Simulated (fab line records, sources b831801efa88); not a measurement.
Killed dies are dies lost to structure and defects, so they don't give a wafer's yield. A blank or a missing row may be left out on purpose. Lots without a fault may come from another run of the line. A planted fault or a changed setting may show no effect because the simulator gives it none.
Chamber matching | flow sky130 | SKY_FIELD_ISO_CMP_27 on cmp-02: 4 sister chambers
The step polishes, stops on Si3N4, t overpolish 16 s, target thk 457.8 nm. 14 wafers are shown with their chamber, then 7 later ones without.

WAFERS WITH THEIR CHAMBER
wafer  | chamber | motor_current_A (A) | time_to_endpoint_s (s) | overpolish_run_s (s)
L690.2 | 1       | 11.5                | 112                    | 16.004
L690.5 | 0       | 10.2                | 111                    | 16.010
L690.6 | 3       | 11.8                | 109                    | 15.998
L697.1 | 1       | 11.5                | 116                    | 16.011
L697.2 | 3       | 11.3                | 112                    | 16.009
L697.6 | 2       | 10.9                | 117                    | 16.021
L698.2 | 2       | 11.0                | 117                    | 16.001
L698.3 | 0       | 10.6                | 111                    | 15.992
L698.4 | 3       | 11.1                | 115                    | 16.005
L701.1 | 3       | 12.0                | 112                    | 16.002
L701.4 | 0       | 10.8                | 113                    | 15.999
L701.5 | 3       | 11.4                | 110                    | 15.991
L705.2 | 2       | 10.4                | 115                    | 16.014
L705.3 | 1       | 11.4                | 111                    | 15.998

SIGNATURES (means of the wafers above)
reading            | chamber 0 | chamber 1 | chamber 2 | chamber 3 | scatter within a chamber
motor_current_A    | 10.533    | 11.467    | 10.767    | 11.520    | 0.308
time_to_endpoint_s | 111.67    | 113.00    | 116.33    | 111.60    | 2.01
overpolish_run_s   | 16.00033  | 16.00433  | 16.01200  | 16.00100  | 0.00803
Rule: a wafer's distance from a chamber is the root of the sum, over the readings, of the square of ((its reading less the chamber's mean) divided by the reading's scatter). The wafer belongs to the nearest chamber; if the next one is less than 2 further off, it can't be placed. The scatter: the root of (the sum of the squares of (reading less its chamber's mean) over the shown wafers, divided by (wafers less chambers)).

WAFERS WITHOUT THEIR CHAMBER
wafer  | motor_current_A (A) | time_to_endpoint_s (s) | overpolish_run_s (s)
L705.5 | 10.3                | 111                    | 16.003
L707.1 | 10.7                | 109                    | 15.994
L707.5 | 11.5                | 110                    | 15.996
L707.6 | 10.8                | 114                    | 16.003
L710.1 | 11.2                | 111                    | 15.988
L710.2 | 10.5                | 115                    | 16.004
L710.5 | 9.8                 | 111                    | 15.981

WHICH CHAMBER EACH WENT THROUGH
wafer  | from the rows above               | in truth
L705.5 | 0                                 | 0
L707.1 | can't be placed: 0 or 3 or 1      | 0
L707.5 | can't be placed: 3 or 1           | 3
L707.6 | can't be placed: 0 or 2 or 1 or 3 | 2
L710.1 | can't be placed: 3 or 1 or 0      | 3
L710.2 | can't be placed: 2 or 0 or 1      | 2
L710.5 | 0                                 | 0
Placed correctly: 2 of 7. Can't be placed from these rows: 5 (the true chamber is among the candidates in 5). Placed wrongly: 0.
